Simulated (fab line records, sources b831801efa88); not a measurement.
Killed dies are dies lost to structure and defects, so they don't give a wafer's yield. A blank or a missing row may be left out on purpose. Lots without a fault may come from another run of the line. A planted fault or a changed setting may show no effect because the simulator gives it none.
Which tool did it? | flow gf180mcu | 6 lots, 18 wafers sampled, at 1 step of a route of 602

WHAT THE GAUGES READ, wafer by wafer
GF_STI_BOW_MEAS_00.
lot  | measured    | on            | INCOMING_BOW (um)
L826 | day 1 15:01 | film_metro-04 | 1 8 -11
L828 | day 2 01:00 | film_metro-04 | -5 10 -10
L830 | day 2 11:01 | film_metro-04 | -2 -18 2
L834 | day 3 07:00 | film_metro-02 | -10 3 -7
L844 | day 5 09:01 | film_metro-03 | 2 -7 -4
L847 | day 6 00:02 | film_metro-04 | -4 3 -8

WHICH TOOL RAN EACH LOT (tool, then ch and the chambers of the sampled wafers, then the start)
The record holds no process step before these readings.

THE ANSWER, worked out from the rows above alone
Rule: what is usual is taken from the lots themselves. Put in order of their means at a reading, lots are off if they are a third of the lots or fewer, leave a main group of 4 or more, and stand apart from it by a gap of 3 or more times the standard deviation of the main group's means; of several such gaps the widest counts. A main group whose means are all the same, to the digits that the tables above print for the reading, isn't used. A lot without any number at a reading at which 4 lots or more have one is off too. The other lots that the step has rows for count as sound.
No lot is off at any reading shown: from this, nothing can be told.

WHAT THE SIMULATOR HAD PUT IN
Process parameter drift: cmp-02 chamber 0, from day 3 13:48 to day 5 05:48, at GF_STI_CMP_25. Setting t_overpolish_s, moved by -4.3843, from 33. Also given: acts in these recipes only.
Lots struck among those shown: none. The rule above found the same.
